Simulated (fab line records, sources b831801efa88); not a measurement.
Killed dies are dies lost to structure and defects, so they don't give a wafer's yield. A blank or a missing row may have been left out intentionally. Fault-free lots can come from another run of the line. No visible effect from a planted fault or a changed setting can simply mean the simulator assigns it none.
fab line records :: flow sky130 :: part 2 of 2: steps 35 to 46 of 46
record
  lots=5
  wafers=15
  last-day=50
route steps=708 shown LDD_N@237 LDD_P@255 LDD_HVN@267 LDD_HVP@278
lots with no fault: from the same line, run without faults
start-h: hours from the record's opening day to when the first of the lot's shown wafers began :: wait-h: hours from the lot's prior step to this one :: " as in the row above :: L1.1+2: several wafers, shown together as one row :: - either no value or no given start :: * or withheld: withheld :: < > ~ a bound
route shown NAME@n: NAME is a module with steps in the file, n the number in the route of the first one :: usual: average and standard deviation across the fault-free wafers :: same: alike in all rows :: chamber/n: place in a boat :: sites: per-site readings :: _std_site: standard deviation across them :: _edge_site: the outer-site mean with the inner-site mean subtracted :: radius-mm: for every site, how far away it sits from the centre of the wafer :: mask NAME#n: copy n :: behind: the last tool/chamber to shape the wafer :: hold: what put the lot on hold/how long, in hours/how the hold closed :: device: the n, p or np transistor that did not switch :: end of line: the same wafers' tests at the end of the route :: a step with no rows: only its recipe :: killed: count of dies lost to structure and defects at first sort (not the wafer's yield) :: map: a wafer's dies, marking killed ones x, the rest . and places with no die _
set.NAME: the setting that was run; set.NAME@STEP: the one run at that earlier step :: model.NAME: the simulator's own value behind a step, which no gauge read
certain route steps with their lots: each step a table, each wafer a row
services: the hour from which a tool's chamber was out of use, counted from the record's first day as start-h (under 0 if before that day), plus the number of hours and why
## steps
# step SKY_LDD_HVN_EXPOSE_04
# recipe
  mask-id=HVNTM
  na=0.6
  source-shape=conventional
  sigma-outer=0.6
  polarization=unpolarized
  target-cd-nm=700
  dose-mj=127
# usual
  focus-offset-nm=0.0/0.53
lot.wafer: L075.2
tool: iline-stepper-01
chamber: 0
start-h: -
wait-h: -
mask: HVNTM#0
focus-offset-nm: -0.1

lot.wafer: L075.4
tool: iline-stepper-01
chamber: 0
start-h: -
wait-h: -
mask: HVNTM#0
focus-offset-nm: -0.4

lot.wafer: L075.5
tool: iline-stepper-01
chamber: 0
start-h: -
wait-h: -
mask: HVNTM#0
focus-offset-nm: -0.8

lot.wafer: L079.3
tool: iline-stepper-02
chamber: 0
start-h: -
wait-h: -
mask: HVNTM#0
focus-offset-nm: -1.1

lot.wafer: L079.5
tool: iline-stepper-02
chamber: 0
start-h: -
wait-h: -
mask: HVNTM#0
focus-offset-nm: -0.5

lot.wafer: L079.6
tool: iline-stepper-02
chamber: 0
start-h: -
wait-h: -
mask: HVNTM#0
focus-offset-nm: 0.0

lot.wafer: L087.3
tool: iline-stepper-01
chamber: 0
start-h: -
wait-h: -
mask: HVNTM#0
focus-offset-nm: -0.4

lot.wafer: L087.5
tool: iline-stepper-01
chamber: 0
start-h: -
wait-h: -
mask: HVNTM#0
focus-offset-nm: -0.1

lot.wafer: L087.6
tool: iline-stepper-01
chamber: 0
start-h: -
wait-h: -
mask: HVNTM#0
focus-offset-nm: 0.7

lot.wafer: L092.2
tool: iline-stepper-01
chamber: 0
start-h: -
wait-h: -
mask: HVNTM#0
focus-offset-nm: 0.0

lot.wafer: L092.3
tool: iline-stepper-01
chamber: 0
start-h: -
wait-h: -
mask: HVNTM#0
focus-offset-nm: -0.2

lot.wafer: L092.5
tool: iline-stepper-01
chamber: 0
start-h: -
wait-h: -
mask: HVNTM#0
focus-offset-nm: 0.6

lot.wafer: L096.3
tool: iline-stepper-01
chamber: 0
start-h: -
wait-h: -
mask: HVNTM#0
focus-offset-nm: 0.0

lot.wafer: L096.4
tool: iline-stepper-01
chamber: 0
start-h: -
wait-h: -
mask: HVNTM#0
focus-offset-nm: 0.0

lot.wafer: L096.5
tool: iline-stepper-01
chamber: 0
start-h: -
wait-h: -
mask: HVNTM#0
focus-offset-nm: 0.0
# step SKY_LDD_HVN_PEB_05
# recipe
  temp-c=withheld
  time-s=*
  resist=NOVOLAK
lot.wafer: L075.2+4+5
tool: litho-track-02
chamber: 0
start-h: -
wait-h: -

lot.wafer: L079.3+5+6
tool: litho-track-04
chamber: 0
start-h: -
wait-h: -

lot.wafer: L087.3+5+6
tool: litho-track-04
chamber: 0
start-h: -
wait-h: -

lot.wafer: L092.2+3+5
tool: litho-track-03
chamber: 0
start-h: -
wait-h: -

lot.wafer: L096.3+4+5
tool: litho-track-02
chamber: 0
start-h: -
wait-h: -
# step SKY_LDD_HVN_DEVELOP_06
# recipe
  resist=NOVOLAK
  developer=TMAH
  develop-time-s=60
  dev-temp-c=23
lot.wafer: L075.2+4+5
tool: litho-track-02
chamber: 0
start-h: 477.38
wait-h: 0.1

lot.wafer: L079.3+5+6
tool: litho-track-04
chamber: 0
start-h: 508.91
wait-h: 0.1

lot.wafer: L087.3+5+6
tool: litho-track-04
chamber: 0
start-h: 582.86
wait-h: 0.1

lot.wafer: L092.2+3+5
tool: litho-track-03
chamber: 0
start-h: 625.10
wait-h: 0.1

lot.wafer: L096.3+4+5
tool: litho-track-02
chamber: 0
start-h: 674.70
wait-h: 0.1
# step SKY_LDD_HVN_OVL_MEAS_07
# usual
  LDD_HVN_OVL=0.5/1.1
lot.wafer: L075.2
tool: overlay-02
chamber: -
start-h: 477.51
wait-h: 0.1
LDD_HVN_OVL[nm]: -0.7

lot.wafer: L075.4
tool: overlay-02
chamber: -
start-h: 477.51
wait-h: 0.1
LDD_HVN_OVL[nm]: -1.4

lot.wafer: L075.5
tool: overlay-02
chamber: -
start-h: 477.51
wait-h: 0.1
LDD_HVN_OVL[nm]: 0.7

lot.wafer: L079.3
tool: overlay-02
chamber: -
start-h: 509.02
wait-h: 0.1
LDD_HVN_OVL[nm]: 1.7

lot.wafer: L079.5
tool: overlay-02
chamber: -
start-h: 509.02
wait-h: 0.1
LDD_HVN_OVL[nm]: 2.5

lot.wafer: L079.6
tool: overlay-02
chamber: -
start-h: 509.02
wait-h: 0.1
LDD_HVN_OVL[nm]: 3.5

lot.wafer: L087.3
tool: overlay-02
chamber: -
start-h: 582.97
wait-h: 0.1
LDD_HVN_OVL[nm]: -0.5

lot.wafer: L087.5
tool: overlay-02
chamber: -
start-h: 582.97
wait-h: 0.1
LDD_HVN_OVL[nm]: -0.5

lot.wafer: L087.6
tool: overlay-02
chamber: -
start-h: 582.97
wait-h: 0.1
LDD_HVN_OVL[nm]: 1.8

lot.wafer: L092.2
tool: overlay-01
chamber: -
start-h: 625.23
wait-h: 0.1
LDD_HVN_OVL[nm]: 1.2

lot.wafer: L092.3
tool: overlay-01
chamber: -
start-h: 625.23
wait-h: 0.1
LDD_HVN_OVL[nm]: 1.0

lot.wafer: L092.5
tool: overlay-01
chamber: -
start-h: 625.23
wait-h: 0.1
LDD_HVN_OVL[nm]: 0.0

lot.wafer: L096.3
tool: overlay-02
chamber: -
start-h: 674.81
wait-h: 0.1
LDD_HVN_OVL[nm]: 2.4

lot.wafer: L096.4
tool: overlay-02
chamber: -
start-h: 674.81
wait-h: 0.1
LDD_HVN_OVL[nm]: 2.0

lot.wafer: L096.5
tool: overlay-02
chamber: -
start-h: 674.81
wait-h: 0.1
LDD_HVN_OVL[nm]: 3.3
# step SKY_LDD_HVN_IMPLANT_08
# recipe
  species=P
  energy-kev=60
  dose-cm2=3e+13
  tilt-deg=40
# usual
  tilt-deg=39.996/0.021
lot.wafer: L075.2
tool: implanter-01
chamber: 0
start-h: 477.56
wait-h: 0.0
tilt-deg: 39.988

lot.wafer: L075.4
tool: implanter-01
chamber: 0
start-h: 477.56
wait-h: 0.0
tilt-deg: 39.949

lot.wafer: L075.5
tool: implanter-01
chamber: 0
start-h: 477.56
wait-h: 0.0
tilt-deg: 39.966

lot.wafer: L079.3
tool: implanter-01
chamber: 0
start-h: 509.10
wait-h: 0.1
tilt-deg: 39.994

lot.wafer: L079.5
tool: implanter-01
chamber: 0
start-h: 509.10
wait-h: 0.1
tilt-deg: 39.944

lot.wafer: L079.6
tool: implanter-01
chamber: 0
start-h: 509.10
wait-h: 0.1
tilt-deg: 39.962

lot.wafer: L087.3
tool: implanter-01
chamber: 0
start-h: 583.05
wait-h: 0.1
tilt-deg: 40.004

lot.wafer: L087.5
tool: implanter-01
chamber: 0
start-h: 583.05
wait-h: 0.1
tilt-deg: 39.967

lot.wafer: L087.6
tool: implanter-01
chamber: 0
start-h: 583.05
wait-h: 0.1
tilt-deg: 40.010

lot.wafer: L092.2
tool: implanter-02
chamber: 0
start-h: 625.29
wait-h: 0.0
tilt-deg: 39.987

lot.wafer: L092.3
tool: implanter-02
chamber: 0
start-h: 625.29
wait-h: 0.0
tilt-deg: 40.015

lot.wafer: L092.5
tool: implanter-02
chamber: 0
start-h: 625.29
wait-h: 0.0
tilt-deg: 40.018

lot.wafer: L096.3
tool: implanter-01
chamber: 0
start-h: 674.89
wait-h: 0.1
tilt-deg: 39.980

lot.wafer: L096.4
tool: implanter-01
chamber: 0
start-h: 674.89
wait-h: 0.1
tilt-deg: 40.002

lot.wafer: L096.5
tool: implanter-01
chamber: 0
start-h: 674.89
wait-h: 0.1
tilt-deg: 39.992
# step SKY_LDD_HVN_STRIP_09
# recipe
  chemistry=O2/N2
  power-w=1400
  pressure-mtorr=1500
  platen-temp-c=withheld
  o2-flow-sccm=3000
  n2-flow-sccm=300
  overash-fraction=0.5
# usual
  chamber-pressure-mTorr=1499.9/1.4
  drypump-motor-current-A=5.67/0.29
  oes-product-au=0.408/0.0052
  strip-time-to-endpoint-s=4.129/0.013
lot.wafer: L075.2
tool: plasma-asher-03
chamber: 1
start-h: 477.69
wait-h: 0.1
chamber-pressure-mTorr: 1499.9
drypump-motor-current-A: 5.71
oes-product-au: 0.408
rf-hours-counter-h: 5
strip-time-to-endpoint-s: 4.139

lot.wafer: L075.4
tool: plasma-asher-03
chamber: 0
start-h: 477.69
wait-h: 0.1
chamber-pressure-mTorr: 1498.9
drypump-motor-current-A: 6.09
oes-product-au: 0.413
rf-hours-counter-h: -
strip-time-to-endpoint-s: 4.146

lot.wafer: L075.5
tool: plasma-asher-03
chamber: 1
start-h: 477.69
wait-h: 0.1
chamber-pressure-mTorr: 1502.2
drypump-motor-current-A: 5.73
oes-product-au: 0.412
rf-hours-counter-h: -
strip-time-to-endpoint-s: 4.138

lot.wafer: L079.3
tool: plasma-asher-02
chamber: 1
start-h: 509.23
wait-h: 0.1
chamber-pressure-mTorr: 1498.5
drypump-motor-current-A: 5.44
oes-product-au: 0.409
rf-hours-counter-h: -
strip-time-to-endpoint-s: 4.126

lot.wafer: L079.5
tool: plasma-asher-02
chamber: 0
start-h: 509.23
wait-h: 0.1
chamber-pressure-mTorr: 1500.6
drypump-motor-current-A: 6.11
oes-product-au: 0.409
rf-hours-counter-h: -
strip-time-to-endpoint-s: 4.116

lot.wafer: L079.6
tool: plasma-asher-02
chamber: 1
start-h: 509.23
wait-h: 0.1
chamber-pressure-mTorr: 1499.7
drypump-motor-current-A: 5.47
oes-product-au: 0.411
rf-hours-counter-h: -
strip-time-to-endpoint-s: 4.122

lot.wafer: L087.3
tool: plasma-asher-01
chamber: 1
start-h: 583.18
wait-h: 0.1
chamber-pressure-mTorr: 1500.9
drypump-motor-current-A: 5.31
oes-product-au: 0.416
rf-hours-counter-h: -
strip-time-to-endpoint-s: 4.121

lot.wafer: L087.5
tool: plasma-asher-01
chamber: 0
start-h: 583.18
wait-h: 0.1
chamber-pressure-mTorr: 1499.1
drypump-motor-current-A: 5.78
oes-product-au: 0.407
rf-hours-counter-h: -
strip-time-to-endpoint-s: 4.120

lot.wafer: L087.6
tool: plasma-asher-01
chamber: 1
start-h: 583.18
wait-h: 0.1
chamber-pressure-mTorr: 1499.3
drypump-motor-current-A: 5.29
oes-product-au: 0.410
rf-hours-counter-h: -
strip-time-to-endpoint-s: 4.128

lot.wafer: L092.2
tool: plasma-asher-02
chamber: 0
start-h: 625.41
wait-h: 0.1
chamber-pressure-mTorr: 1502.0
drypump-motor-current-A: 6.13
oes-product-au: 0.404
rf-hours-counter-h: 79
strip-time-to-endpoint-s: 4.131

lot.wafer: L092.3
tool: plasma-asher-02
chamber: 1
start-h: 625.41
wait-h: 0.1
chamber-pressure-mTorr: 1500.2
drypump-motor-current-A: 5.47
oes-product-au: 0.406
rf-hours-counter-h: -
strip-time-to-endpoint-s: 4.127

lot.wafer: L092.5
tool: plasma-asher-02
chamber: 0
start-h: 625.41
wait-h: 0.1
chamber-pressure-mTorr: 1497.9
drypump-motor-current-A: 6.14
oes-product-au: 0.407
rf-hours-counter-h: -
strip-time-to-endpoint-s: 4.125

lot.wafer: L096.3
tool: plasma-asher-01
chamber: 0
start-h: 675.02
wait-h: 0.1
chamber-pressure-mTorr: 1498.6
drypump-motor-current-A: 5.78
oes-product-au: 0.401
rf-hours-counter-h: -
strip-time-to-endpoint-s: 4.116

lot.wafer: L096.4
tool: plasma-asher-01
chamber: 1
start-h: 675.02
wait-h: 0.1
chamber-pressure-mTorr: 1499.2
drypump-motor-current-A: 5.29
oes-product-au: 0.393
rf-hours-counter-h: -
strip-time-to-endpoint-s: 4.121

lot.wafer: L096.5
tool: plasma-asher-01
chamber: 1
start-h: 675.02
wait-h: 0.1
chamber-pressure-mTorr: 1500.4
drypump-motor-current-A: 5.29
oes-product-au: 0.409
rf-hours-counter-h: -
strip-time-to-endpoint-s: 4.116
# step SKY_LDD_HVN_TW_MEAS_10
# usual
  LDD_HVN_TW=1456/13
lot.wafer: L075.2
tool: film-metro-01
chamber: -
start-h: 477.80
wait-h: 0.1
LDD_HVN_TW: 1468

lot.wafer: L075.4
tool: film-metro-01
chamber: -
start-h: 477.80
wait-h: 0.1
LDD_HVN_TW: 1466

lot.wafer: L075.5
tool: film-metro-01
chamber: -
start-h: 477.80
wait-h: 0.1
LDD_HVN_TW: 1465

lot.wafer: L079.3
tool: film-metro-01
chamber: -
start-h: 509.32
wait-h: 0.1
LDD_HVN_TW: 1467

lot.wafer: L079.5
tool: film-metro-01
chamber: -
start-h: 509.32
wait-h: 0.1
LDD_HVN_TW: 1470

lot.wafer: L079.6
tool: film-metro-01
chamber: -
start-h: 509.32
wait-h: 0.1
LDD_HVN_TW: 1472

lot.wafer: L087.3
tool: film-metro-01
chamber: -
start-h: 583.27
wait-h: 0.1
LDD_HVN_TW: 1467

lot.wafer: L087.5
tool: film-metro-01
chamber: -
start-h: 583.27
wait-h: 0.1
LDD_HVN_TW: 1461

lot.wafer: L087.6
tool: film-metro-01
chamber: -
start-h: 583.27
wait-h: 0.1
LDD_HVN_TW: 1458

lot.wafer: L092.2
tool: film-metro-04
chamber: -
start-h: 625.52
wait-h: 0.1
LDD_HVN_TW: 1439

lot.wafer: L092.3
tool: film-metro-04
chamber: -
start-h: 625.52
wait-h: 0.1
LDD_HVN_TW: 1434

lot.wafer: L092.5
tool: film-metro-04
chamber: -
start-h: 625.52
wait-h: 0.1
LDD_HVN_TW: 1436

lot.wafer: L096.3
tool: film-metro-01
chamber: -
start-h: 675.11
wait-h: 0.1
LDD_HVN_TW: 1468

lot.wafer: L096.4
tool: film-metro-01
chamber: -
start-h: 675.11
wait-h: 0.1
LDD_HVN_TW: 1471

lot.wafer: L096.5
tool: film-metro-01
chamber: -
start-h: 675.11
wait-h: 0.1
LDD_HVN_TW: 1465
# step SKY_LDD_HVP_DEHYDRATE_00
# recipe
  temp-c=200
  time-s=60
lot.wafer: L075.2+4+5
tool: litho-track-02
chamber: 0
start-h: 492.58
wait-h: 14.8

lot.wafer: L079.3+5+6
tool: litho-track-04
chamber: 0
start-h: 523.66
wait-h: 14.3

lot.wafer: L087.3+5+6
tool: litho-track-04
chamber: 0
start-h: 597.41
wait-h: 14.1

lot.wafer: L092.2+3+5
tool: litho-track-01
chamber: 0
start-h: 639.63
wait-h: 14.1

lot.wafer: L096.3+4+5
tool: litho-track-04
chamber: 0
start-h: 689.01
wait-h: 13.9
# step SKY_LDD_HVP_HMDS_01
# recipe
  prime-time-s=60
  prime-temp-c=120
lot.wafer: L075.2+4+5
tool: litho-track-02
chamber: 0
start-h: 492.73
wait-h: 0.1

lot.wafer: L079.3+5+6
tool: litho-track-04
chamber: 0
start-h: 523.81
wait-h: 0.1

lot.wafer: L087.3+5+6
tool: litho-track-04
chamber: 0
start-h: 597.56
wait-h: 0.1

lot.wafer: L092.2+3+5
tool: litho-track-01
chamber: 0
start-h: 639.78
wait-h: 0.1

lot.wafer: L096.3+4+5
tool: litho-track-04
chamber: 0
start-h: 689.16
wait-h: 0.1
# step SKY_LDD_HVP_COAT_02
# recipe
  resist=NOVOLAK
  spin-rpm=3000
  resist-thk-nm=300
lot.wafer: L075.2+4+5
tool: litho-track-02
chamber: 0
start-h: 492.88
wait-h: 0.1

lot.wafer: L079.3+5+6
tool: litho-track-04
chamber: 0
start-h: 523.96
wait-h: 0.1

lot.wafer: L087.3+5+6
tool: litho-track-04
chamber: 0
start-h: 597.71
wait-h: 0.1

lot.wafer: L092.2+3+5
tool: litho-track-01
chamber: 0
start-h: 639.93
wait-h: 0.1

lot.wafer: L096.3+4+5
tool: litho-track-04
chamber: 0
start-h: 689.31
wait-h: 0.1
# step SKY_LDD_HVP_SOFTBAKE_03
# recipe
  temp-c=90
  time-s=60
  resist=NOVOLAK
lot.wafer: L075.2+4+5
tool: litho-track-02
chamber: 0
start-h: 493.03
wait-h: 0.1

lot.wafer: L079.3+5+6
tool: litho-track-04
chamber: 0
start-h: 524.11
wait-h: 0.1

lot.wafer: L087.3+5+6
tool: litho-track-04
chamber: 0
start-h: 597.86
wait-h: 0.1

lot.wafer: L092.2+3+5
tool: litho-track-01
chamber: 0
start-h: 640.08
wait-h: 0.1

lot.wafer: L096.3+4+5
tool: litho-track-04
chamber: 0
start-h: 689.46
wait-h: 0.1
# step SKY_LDD_HVP_EXPOSE_04
# recipe
  mask-id=HVPTM
  na=0.6
  source-shape=conventional
  sigma-outer=0.6
  polarization=unpolarized
  target-cd-nm=700
  dose-mj=86
# usual
  focus-offset-nm=0.0/0.44
lot.wafer: L075.2
tool: iline-stepper-01
chamber: 0
start-h: -
wait-h: -
mask: HVPTM#0
focus-offset-nm: -0.4

lot.wafer: L075.4
tool: iline-stepper-01
chamber: 0
start-h: -
wait-h: -
mask: HVPTM#0
focus-offset-nm: 0.4

lot.wafer: L075.5
tool: iline-stepper-01
chamber: 0
start-h: -
wait-h: -
mask: HVPTM#0
focus-offset-nm: 0.1

lot.wafer: L079.3
tool: iline-stepper-02
chamber: 0
start-h: -
wait-h: -
mask: HVPTM#0
focus-offset-nm: 0.2

lot.wafer: L079.5
tool: iline-stepper-02
chamber: 0
start-h: -
wait-h: -
mask: HVPTM#0
focus-offset-nm: -0.5

lot.wafer: L079.6
tool: iline-stepper-02
chamber: 0
start-h: -
wait-h: -
mask: HVPTM#0
focus-offset-nm: 0.2

lot.wafer: L087.3
tool: iline-stepper-01
chamber: 0
start-h: -
wait-h: -
mask: HVPTM#0
focus-offset-nm: -0.1

lot.wafer: L087.5
tool: iline-stepper-01
chamber: 0
start-h: -
wait-h: -
mask: HVPTM#0
focus-offset-nm: -0.7

lot.wafer: L087.6
tool: iline-stepper-01
chamber: 0
start-h: -
wait-h: -
mask: HVPTM#0
focus-offset-nm: -0.3

lot.wafer: L092.2
tool: iline-stepper-01
chamber: 0
start-h: -
wait-h: -
mask: HVPTM#0
focus-offset-nm: 0.4

lot.wafer: L092.3
tool: iline-stepper-01
chamber: 0
start-h: -
wait-h: -
mask: HVPTM#0
focus-offset-nm: 0.1

lot.wafer: L092.5
tool: iline-stepper-01
chamber: 0
start-h: -
wait-h: -
mask: HVPTM#0
focus-offset-nm: -0.2

lot.wafer: L096.3
tool: iline-stepper-02
chamber: 0
start-h: -
wait-h: -
mask: HVPTM#0
focus-offset-nm: 0.0

lot.wafer: L096.4
tool: iline-stepper-02
chamber: 0
start-h: -
wait-h: -
mask: HVPTM#0
focus-offset-nm: 0.7

lot.wafer: L096.5
tool: iline-stepper-02
chamber: 0
start-h: -
wait-h: -
mask: HVPTM#0
focus-offset-nm: 0.0
## services
tool: implanter-03
chamber: -
start-h: 406.44
hours: 3.6
kind: repair

tool: plasma-asher-04
chamber: -
start-h: 411.43
hours: 14.6
kind: pm

tool: implanter-03
chamber: -
start-h: 414.54
hours: 4.3
kind: repair

tool: implanter-01
chamber: -
start-h: 420.13
hours: 4.5
kind: pm

tool: plasma-asher-03
chamber: -
start-h: 421.25
hours: 9.0
kind: pm

tool: implanter-03
chamber: -
start-h: 429.53
hours: 2.7
kind: repair

tool: plasma-asher-02
chamber: -
start-h: 441.23
hours: 12.9
kind: repair

tool: implanter-04
chamber: -
start-h: 444.56
hours: 4.2
kind: repair

tool: iline-stepper-02
chamber: -
start-h: 457.86
hours: 1.7
kind: pm

tool: implanter-04
chamber: -
start-h: 467.38
hours: 5.8
kind: pm

tool: plasma-asher-02
chamber: -
start-h: 492.32
hours: 2.8
kind: pm

tool: implanter-03
chamber: -
start-h: 494.96
hours: 4.6
kind: repair

tool: implanter-01
chamber: -
start-h: 534.71
hours: 1.6
kind: repair

tool: iline-stepper-01
chamber: -
start-h: 560.52
hours: 1.7
kind: pm

tool: implanter-03
chamber: -
start-h: 561.98
hours: 1.6
kind: repair

tool: implanter-02
chamber: -
start-h: 581.53
hours: 9.1
kind: pm

tool: implanter-04
chamber: -
start-h: 585.20
hours: 5.1
kind: pm

tool: implanter-01
chamber: -
start-h: 602.88
hours: 3.3
kind: repair

tool: implanter-03
chamber: -
start-h: 613.51
hours: 5.3
kind: repair

tool: implanter-01
chamber: -
start-h: 650.51
hours: 4.1
kind: repair

tool: implanter-03
chamber: -
start-h: 650.77
hours: 2.2
kind: repair

tool: iline-stepper-02
chamber: -
start-h: 676.04
hours: 1.7
kind: pm

tool: iline-stepper-01
chamber: -
start-h: 677.04
hours: 25.5
kind: repair

tool: implanter-01
chamber: -
start-h: 685.16
hours: 3.0
kind: repair
